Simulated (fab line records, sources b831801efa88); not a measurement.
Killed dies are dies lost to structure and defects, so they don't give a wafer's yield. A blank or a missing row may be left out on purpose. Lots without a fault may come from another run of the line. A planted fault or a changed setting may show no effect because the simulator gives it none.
Which tool did it? | flow gf180mcu | 24 lots, 72 wafers sampled, at 6 steps of a route of 602

WHAT THE GAUGES READ, wafer by wafer
GF_HV_LDD_OVL_MEAS_47.
lot  | measured     | on         | HV_LDD_03_OVL (nm)
L074 | day 12 04:20 | overlay-02 | 0.0 0.7 0.3
L075 | day 12 18:02 | overlay-02 | -0.4 0.9 -0.4
L076 | day 12 21:54 | overlay-01 | 1.6 1.5 0.9
L077 | day 13 06:52 | overlay-02 | 0.3 -0.6 0.4
L078 | day 13 17:59 | overlay-01 | -1.4 1.6 -0.6
L079 | day 14 05:05 | overlay-01 | 2.0 2.2 2.5
L080 | day 14 11:24 | overlay-02 | -0.3 0.5 0.6
L081 | day 14 14:56 | overlay-01 | 1.6 3.4 2.4
L082 | day 15 03:29 | overlay-02 | 1.0 1.6 0.9
L083 | day 15 03:47 | overlay-01 | 1.1 2.9 2.1
L084 | day 15 16:34 | overlay-02 | 0.2 2.0 1.1
L085 | day 16 01:15 | overlay-02 | 0.5 -0.5 0.2
L086 | day 16 06:25 | overlay-01 | 2.2 0.0 1.8
L087 | day 16 22:14 | overlay-01 | 0.4 1.2 0.0
L088 | day 17 04:38 | overlay-01 | 0.9 1.7 3.4
L089 | day 17 06:11 | overlay-01 | 0.9 0.4 0.4
L090 | day 17 12:32 | overlay-01 | 1.3 0.0 -0.6
L091 | day 18 18:38 | overlay-01 | 2.1 2.6 3.0
L092 | day 18 20:11 | overlay-02 | -0.5 0.2 1.4
L093 | day 19 02:23 | overlay-02 | 1.7 2.1 0.2
L094 | day 19 03:38 | overlay-02 | 0.2 0.2 1.1
L095 | day 19 05:56 | overlay-02 | -2.4 -2.1 -2.7
L096 | day 20 00:08 | overlay-01 | 2.3 1.8 2.5
L097 | day 20 12:52 | overlay-01 | -0.7 0.3 1.1

GF_V3_THK_MEAS_25: measures by xrf.
lot  | measured     | on            | V3_W_THK (nm)
L074 | day 22 03:58 | film_metro-03 | 350 350 353
L075 | day 22 17:39 | film_metro-03 | 348 348 351
L076 | day 22 23:47 | film_metro-03 | 348 345 349
L077 | day 23 10:07 | film_metro-02 | 345 346 340
L078 | day 23 22:55 | film_metro-02 | 355 353 354
L079 | day 24 11:40 | film_metro-03 | 349 353 352
L080 | day 24 15:11 | film_metro-04 | 354 352 354
L081 | day 24 18:42 | film_metro-04 | 357 351 356
L082 | day 25 08:59 | film_metro-02 | 361 360 362
L083 | day 25 09:53 | film_metro-02 | 348 352 352
L084 | day 25 19:49 | film_metro-02 | 358 356 361
L085 | day 26 04:46 | film_metro-02 | 356 355 360
L086 | day 26 09:06 | film_metro-04 | 359 355 356
L087 | day 27 01:19 | film_metro-02 | 363 367 365
L088 | day 27 05:13 | film_metro-04 | 343 341 347
L089 | day 27 07:06 | film_metro-02 | 357 350 354
L090 | day 27 11:01 | film_metro-03 | 353 354 353
L091 | day 28 12:49 | film_metro-04 | 340 340 342
L092 | day 28 14:10 | film_metro-03 | 350 347 350
L093 | day 28 20:03 | film_metro-03 | 353 355 353
L094 | day 28 21:15 | film_metro-04 | 345 340 348
L095 | day 28 23:12 | film_metro-03 | 351 355 356
L096 | day 29 15:23 | film_metro-03 | 358 355 355
L097 | day 30 01:18 | film_metro-02 | 350 351 352

GF_PASSIVATION_BOW_MEAS_14.
lot  | measured     | on            | PASSIVATION_BOW (um)
L074 | day 28 17:10 | film_metro-03 | 144 131 140
L075 | day 29 06:20 | film_metro-03 | 133 116 123
L076 | day 29 08:20 | film_metro-03 | 136 134 141
L077 | day 29 22:49 | film_metro-04 | 141 154 150
L078 | day 30 03:58 | film_metro-04 | 143 138 137
L079 | day 30 14:23 | film_metro-04 | 119 115 126
L080 | day 30 18:33 | film_metro-03 | 146 132 140
L081 | day 30 23:13 | film_metro-01 | 141 141 130
L082 | day 31 09:23 | film_metro-04 | 127 130 117
L083 | day 31 10:16 | film_metro-04 | 143 143 138
L084 | day 31 18:06 | film_metro-04 | 129 131 120
L085 | day 32 02:33 | film_metro-01 | 153 130 135
L086 | day 32 04:44 | film_metro-01 | 136 133 119
L087 | day 32 18:55 | film_metro-04 | 134 122 123
L088 | day 32 21:08 | film_metro-03 | 156 142 146
L089 | day 32 22:50 | film_metro-03 | 149 143 128
L090 | day 33 03:10 | film_metro-04 | 117 124 141
L091 | day 34 00:36 | film_metro-01 | 136 125 156
L092 | day 34 01:16 | film_metro-04 | 120 126 128
L093 | day 34 04:58 | film_metro-03 | 136 139 145
L094 | day 34 06:11 | film_metro-04 | 118 126 127
L095 | day 34 07:07 | film_metro-04 | 142 142 145
L096 | day 34 20:23 | film_metro-03 | 119 135 126
L097 | day 35 04:56 | film_metro-01 | 152 146 150

WHICH TOOL RAN EACH LOT (tool, then ch and the chambers of the sampled wafers, then the start)
lot  | GF_M2_STRIP_17                       | GF_M4_SPUTTER_02             | GF_M4_STRIP_17
L074 | plasma_asher-03 ch 0,1, day 18 23:58 | pvd_sputter-01, day 22 04:27 | plasma_asher-04 ch 0,1, day 23 03:55
L075 | plasma_asher-03 ch 0, day 19 14:37   | pvd_sputter-04, day 22 18:08 | plasma_asher-03 ch 0,1, day 23 16:43
L076 | plasma_asher-03 ch 0,1, day 19 20:10 | pvd_sputter-03, day 23 00:14 | plasma_asher-01 ch 0,1, day 23 23:12
L077 | plasma_asher-04 ch 0,1, day 20 06:04 | pvd_sputter-01, day 23 11:25 | plasma_asher-01 ch 0,1, day 24 09:46
L078 | plasma_asher-04 ch 0, day 20 20:37   | pvd_sputter-01, day 23 23:24 | plasma_asher-03 ch 0,1, day 24 21:38
L079 | plasma_asher-01 ch 0,1, day 21 09:43 | pvd_sputter-03, day 24 12:09 | plasma_asher-04 ch 0,1, day 25 09:49
L080 | plasma_asher-01 ch 0,1, day 21 14:08 | pvd_sputter-03, day 24 15:39 | plasma_asher-01 ch 0,1, day 25 13:33
L081 | plasma_asher-03 ch 0,1, day 21 17:47 | pvd_sputter-03, day 24 19:11 | plasma_asher-01 ch 0,1, day 25 16:52
L082 | plasma_asher-01 ch 0,1, day 22 08:40 | pvd_sputter-01, day 25 09:29 | plasma_asher-01 ch 0,1, day 26 05:41
L083 | plasma_asher-04 ch 0,1, day 22 10:12 | pvd_sputter-03, day 25 10:22 | plasma_asher-03 ch 0,1, day 26 05:51
L084 | plasma_asher-04 ch 0,1, day 22 21:07 | pvd_sputter-04, day 25 20:17 | plasma_asher-01 ch 0,1, day 26 15:40
L085 | plasma_asher-04 ch 0,1, day 23 07:13 | pvd_sputter-04, day 26 05:15 | plasma_asher-04 ch 0,1, day 27 01:22
L086 | plasma_asher-01 ch 0,1, day 23 12:55 | pvd_sputter-04, day 26 09:35 | plasma_asher-03 ch 0,1, day 27 06:49
L087 | plasma_asher-03 ch 0,1, day 24 04:10 | pvd_sputter-04, day 27 01:48 | plasma_asher-03 ch 0,1, day 27 22:34
L088 | plasma_asher-01 ch 0,1, day 24 11:04 | pvd_sputter-03, day 27 05:53 | plasma_asher-03 ch 0,1, day 28 01:31
L089 | plasma_asher-01 ch 0,1, day 24 11:43 | pvd_sputter-04, day 27 07:35 | plasma_asher-03 ch 0,1, day 28 03:25
L090 | plasma_asher-04 ch 0,1, day 24 16:16 | pvd_sputter-04, day 27 11:30 | plasma_asher-01 ch 0,1, day 28 07:43
L091 | plasma_asher-03 ch 0,1, day 25 21:27 | pvd_sputter-03, day 28 13:16 | plasma_asher-04 ch 0,1, day 29 07:59
L092 | plasma_asher-03 ch 0,1, day 25 22:08 | pvd_sputter-03, day 28 14:40 | plasma_asher-04 ch 0,1, day 29 09:58
L093 | plasma_asher-01 ch 0,1, day 26 03:33 | pvd_sputter-01, day 28 20:31 | plasma_asher-03 ch 0,1, day 29 15:36
L094 | plasma_asher-03 ch 0,1, day 26 04:58 | pvd_sputter-01, day 28 21:44 | plasma_asher-03 ch 0,1, day 29 16:40
L095 | plasma_asher-04 ch 0,1, day 26 06:10 | pvd_sputter-03, day 28 23:47 | plasma_asher-03 ch 0,1, day 29 18:16
L096 | plasma_asher-03 ch 0,1, day 26 22:34 | pvd_sputter-04, day 29 15:53 | plasma_asher-04 ch 0,1, day 30 10:37
L097 | plasma_asher-04 ch 0,1, day 27 09:55 | pvd_sputter-03, day 30 01:47 | plasma_asher-04 ch 0,1, day 30 20:16
- GF_M2_STRIP_17: strips in O2/N2.
- GF_M4_SPUTTER_02: material AlCu, target thk 450 nm, time 23.9 s.
- GF_M4_STRIP_17: strips in O2/N2.

WHAT THE TOOLS THEMSELVES READ (means of the sampled wafers that have a number; where no wafer has one, the mark that the record gives instead)
GF_M2_STRIP_17.
lot  | tool            | drypump_motor_current_A (A) | heater_power_w (W) | oes_product_au (a.u.) | strip_time_to_endpoint_s (s)
L074 | plasma_asher-03 | 5.8                         | 350                | 0.561                 | 7.83
L075 | plasma_asher-03 | 6.4                         | 345                | 0.555                 | 7.90
L076 | plasma_asher-03 | 5.9                         | 355                | 0.556                 | 7.83
L077 | plasma_asher-04 | 5.6                         | 340                | 0.557                 | 7.82
L078 | plasma_asher-04 | 5.8                         | 353                | 0.557                 | 7.84
L079 | plasma_asher-01 | 6.3                         | 310                | 0.563                 | 7.85
L080 | plasma_asher-01 | 6.3                         | 312                | 0.557                 | 7.80
L081 | plasma_asher-03 | 6.1                         | 357                | 0.561                 | 7.91
L082 | plasma_asher-01 | 6.3                         | 308                | 0.561                 | 7.86
L083 | plasma_asher-04 | 5.5                         | 336                | 0.553                 | 7.87
L084 | plasma_asher-04 | 5.5                         | 350                | 0.557                 | 7.89
L085 | plasma_asher-04 | 5.6                         | 350                | 0.559                 | 7.90
L086 | plasma_asher-01 | 6.2                         | 320                | 0.561                 | 7.90
L087 | plasma_asher-03 | 5.8                         | 358                | 0.553                 | 7.77
L088 | plasma_asher-01 | 6.3                         | 312                | 0.557                 | 7.80
L089 | plasma_asher-01 | 6.2                         | 328                | 0.561                 | 7.85
L090 | plasma_asher-04 | 5.3                         | 333                | 0.557                 | 7.86
L091 | plasma_asher-03 | 6.1                         | 352                | 0.557                 | 7.90
L092 | plasma_asher-03 | 6.1                         | 350                | 0.560                 | 7.92
L093 | plasma_asher-01 | 6.3                         | 310                | 0.556                 | 7.87
L094 | plasma_asher-03 | 6.1                         | 348                | 0.557                 | 7.85
L095 | plasma_asher-04 | 5.5                         | 351                | 0.562                 | 7.90
L096 | plasma_asher-03 | 5.9                         | 354                | 0.561                 | 7.93
L097 | plasma_asher-04 | 5.6                         | 343                | 0.561                 | 7.94

GF_M4_SPUTTER_02.
lot  | tool           | throttle_valve_pct (%)
L074 | pvd_sputter-01 | 29.6
L075 | pvd_sputter-04 | 29.8
L076 | pvd_sputter-03 | 29.8
L077 | pvd_sputter-01 | 29.6
L078 | pvd_sputter-01 | 29.5
L079 | pvd_sputter-03 | 30.1
L080 | pvd_sputter-03 | 30.5
L081 | pvd_sputter-03 | 30.3
L082 | pvd_sputter-01 | 29.3
L083 | pvd_sputter-03 | 30.0
L084 | pvd_sputter-04 | 29.9
L085 | pvd_sputter-04 | 28.7
L086 | pvd_sputter-04 | 29.6
L087 | pvd_sputter-04 | 29.8
L088 | pvd_sputter-03 | 30.3
L089 | pvd_sputter-04 | 29.0
L090 | pvd_sputter-04 | 27.8
L091 | pvd_sputter-03 | 30.1
L092 | pvd_sputter-03 | 30.2
L093 | pvd_sputter-01 | 30.0
L094 | pvd_sputter-01 | 29.3
L095 | pvd_sputter-03 | 30.2
L096 | pvd_sputter-04 | 30.1
L097 | pvd_sputter-03 | 30.0

GF_M4_STRIP_17.
lot  | tool            | drypump_motor_current_A (A) | heater_power_w (W) | oes_product_au (a.u.) | strip_time_to_endpoint_s (s)
L074 | plasma_asher-04 | 5.3                         | 334                | 0.556                 | 7.88
L075 | plasma_asher-03 | 5.9                         | 359                | 0.561                 | 7.90
L076 | plasma_asher-01 | 6.2                         | 320                | 0.558                 | 7.87
L077 | plasma_asher-01 | 6.3                         | 307                | 0.556                 | 7.91
L078 | plasma_asher-03 | 5.9                         | 351                | 0.562                 | 7.91
L079 | plasma_asher-04 | 5.3                         | 338                | 0.555                 | 7.89
L080 | plasma_asher-01 | 6.2                         | 319                | 0.561                 | 7.86
L081 | plasma_asher-01 | 6.2                         | 318                | 0.559                 | 7.83
L082 | plasma_asher-01 | 6.2                         | 319                | 0.561                 | 7.91
L083 | plasma_asher-03 | 5.9                         | 356                | 0.556                 | 7.86
L084 | plasma_asher-01 | 6.3                         | 309                | 0.554                 | 7.83
L085 | plasma_asher-04 | 5.3                         | 331                | 0.552                 | 7.85
L086 | plasma_asher-03 | 6.1                         | 354                | 0.558                 | 7.83
L087 | plasma_asher-03 | 5.8                         | 356                | 0.557                 | 7.82
L088 | plasma_asher-03 | 5.9                         | 358                | 0.556                 | 7.88
L089 | plasma_asher-03 | 5.9                         | 361                | 0.558                 | 7.85
L090 | plasma_asher-01 | 6.3                         | 312                | 0.557                 | 7.89
L091 | plasma_asher-04 | 5.6                         | 347                | 0.557                 | 7.84
L092 | plasma_asher-04 | 5.3                         | 334                | 0.556                 | 7.81
L093 | plasma_asher-03 | 5.9                         | 350                | 0.558                 | 7.94
L094 | plasma_asher-03 | 6.1                         | 352                | 0.554                 | 7.86
L095 | plasma_asher-03 | 6.2                         | 350                | 0.564                 | 7.86
L096 | plasma_asher-04 | 5.3                         | 332                | 0.556                 | 7.85
L097 | plasma_asher-04 | 5.3                         | 341                | 0.555                 | 7.82

THE ANSWER, worked out from the rows above alone
Rule: what is usual is taken from the lots themselves. Put in order of their means at a reading, lots are off if they are a third of the lots or fewer, leave a main group of 4 or more, and stand apart from it by a gap of 3 or more times the standard deviation of the main group's means; of several such gaps the widest counts. A main group whose means are all the same, to the digits that the tables above print for the reading, isn't used. A lot without any number at a reading at which 4 lots or more have one is off too. The other lots that the step has rows for count as sound. The gauges are gone through in route order, then the tools' own readings, and for those a lot's mean is taken as printed above. The first step at which some lot is off is used, and at that step the reading that is off furthest; a lot without a number counts as furthest.
No lot is off at any reading shown: from this, nothing can be told.

WHAT THE SIMULATOR HAD PUT IN
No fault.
